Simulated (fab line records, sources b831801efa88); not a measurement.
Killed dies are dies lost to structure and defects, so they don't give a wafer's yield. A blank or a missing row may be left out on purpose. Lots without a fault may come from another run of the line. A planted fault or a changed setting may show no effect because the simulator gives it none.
A struck lot beside a sound one | flow sky130 | 18 steps out of a route of 708
Sound: wafers L318.1, L318.2, L318.4. Struck: wafers L317.1, L317.4, L317.5. The cause comes at the end.
At each step with rows: each side's tool, then ch and its chambers, then its first start. Under that, the readings that differ: sound wafers | struck wafers | difference of the means | sigmas: that difference in standard deviations of wafers without a fault.
alike: readings whose means differ by less than 2 such deviations, and words and numbers that are the same on both sides. not compared: withheld readings, readings that some wafer has no value for, bounds like >300 that may hide the same value, and numbers for which the record gives no deviation and whose values overlap.
The two part at a step that has a row with sigmas, a row that says differs or no value, or rows on one side only. Numbers that don't overlap but have no deviation are shown without sigmas and don't part them. A reading that every wafer of one side lacks parts them only if that side has two wafers or more.

SKY_METAL4_SPUTTER_02: material AlCu, target thk 735 nm, time 39.1 s.
  sound on pvd_sputter-02, day 44 17:50; struck on pvd_sputter-02, day 43 18:02
  alike: throttle_valve_pct
SKY_METAL4_SPUTTER_03: material Ti, target thk 5 nm, time 3.3 s.
  sound on pvd_sputter-02, day 44 17:53; struck on pvd_sputter-02, day 43 18:04
  alike: throttle_valve_pct
SKY_METAL4_SPUTTER_04: material TiN, target thk 70 nm, time 58.3 s.
  sound on pvd_sputter-02, day 44 17:54; struck on pvd_sputter-02, day 43 18:05
  alike: throttle_valve_pct
SKY_CAP2M_CVD_00: deposits SiO2, target thk 15.5 nm.
  sound on pecvd-03 ch 1,2, day 44 17:57; struck on pecvd-02 ch 0,2, day 43 18:08
  alike: heater_power_w
SKY_CAP2M_THK_MEAS_01:
  sound on film_metro-03, day 44 17:58; struck on film_metro-01, day 43 18:10
  alike: CAP2M_CVD_00_THK
SKY_CAP2M_SPUTTER_02: material TiN, target thk 200 nm, time 166.7 s.
  sound on pvd_sputter-03, day 44 18:02; struck on pvd_sputter-04, day 43 18:14
  alike: throttle_valve_pct
SKY_CAP2M_RS_MEAS_03: measures by four-point-probe.
  sound on film_metro-01, day 44 18:08; struck on film_metro-03, day 43 18:20
  alike: CAP2M_TIN_RS
SKY_CAP2M_THK_MEAS_04: measures by xrf.
  sound on film_metro-01, day 44 18:16; struck on film_metro-03, day 43 18:28
  alike: CAP2M_TIN_THK
then, 4 steps without rows for these wafers: SKY_CAP2M_DEHYDRATE_05 (time 60 s); SKY_CAP2M_HMDS_06 (prime time 60 s); SKY_CAP2M_COAT_07 (resist thk 1140 nm); SKY_CAP2M_SOFTBAKE_08 (time 60 s).
SKY_CAP2M_EXPOSE_09: exposes mask CAP2M, target cd 1000 nm.
  sound on iline_stepper-02 ch 0, day 45 04:30; struck on iline_stepper-01 ch 0, day 44 06:11
  reading                       | sound             | struck      | difference | sigmas
  model.CAP2M.overlay_x_nm (nm) | 1.601 1.601 1.601 | 245 245 245 | +243       |
  alike: mask, reticle_temp_C
then, 2 steps without rows for these wafers: SKY_CAP2M_PEB_10; SKY_CAP2M_DEVELOP_11 (develop time 60 s).
SKY_CAP2M_OVL_MEAS_12:
  sound on overlay-02, day 45 15:26; struck on overlay-01, day 44 17:44
  reading        | sound         | struck            | difference | sigmas
  CAP2M_OVL (nm) | -0.3 0.7 -0.5 | 243.3 243.2 242.9 | +243.2     | +99 or more
then, 1 step without rows for these wafers: SKY_CAP2M_METAL_ETCH_13 (etches TiN in Cl2/BCl3, stops on SiO2, target depth 220 nm, time 62.9 s).
-- the record jumps here: 4 days lie between the struck wafers' starts before and after (it left off in module CAP2M and takes up again in module PAD_OPEN, whose first step shown is number 708 of the route) --
SKY_PAD_OPEN_PROBE_99:
  sound on prober-02, day 50 00:47; struck on prober-01, day 49 05:21
  reading                  | sound          | struck         | difference | sigmas
  defect_limited_yield (%) | 82.7 81.9 86.0 | 0 0 0          | -84        | -42
  killed_at_other          | 0 0 0          | 412 420 413    | +415       | +99 or more
  killed_dies              | 85 89 69       | 492 492 492    | +411       | +42
  killed_on_rim            | 18 16 14       | 96 96 96       | +80        | +23
  sort_bin_3_pad_short (%) | 1.0 0.6 0.4    | 42.3 45.1 43.5 | +43.0      | +99 or more
  sort_bin_5_function (%)  | 10.0 11.0 9.6  | 52.4 49.4 50.0 | +40.4      | +29
  sort_n_pass              | 407 403 423    | 0 0 0          | -411       | -42
  sort_yield_pct (%)       | 82.7 81.9 86.0 | 0 0 0          | -84        | -42
  alike: killed_at_M0_to_M3, killed_at_M4_up, killed_at_contacts, killed_at_front_end, killed_open, killed_short, sort_bin_6_memory

WHERE THEY PART
First at SKY_CAP2M_OVL_MEAS_12; last, within this record, at SKY_PAD_OPEN_PROBE_99.

WHY: what the simulator had put in
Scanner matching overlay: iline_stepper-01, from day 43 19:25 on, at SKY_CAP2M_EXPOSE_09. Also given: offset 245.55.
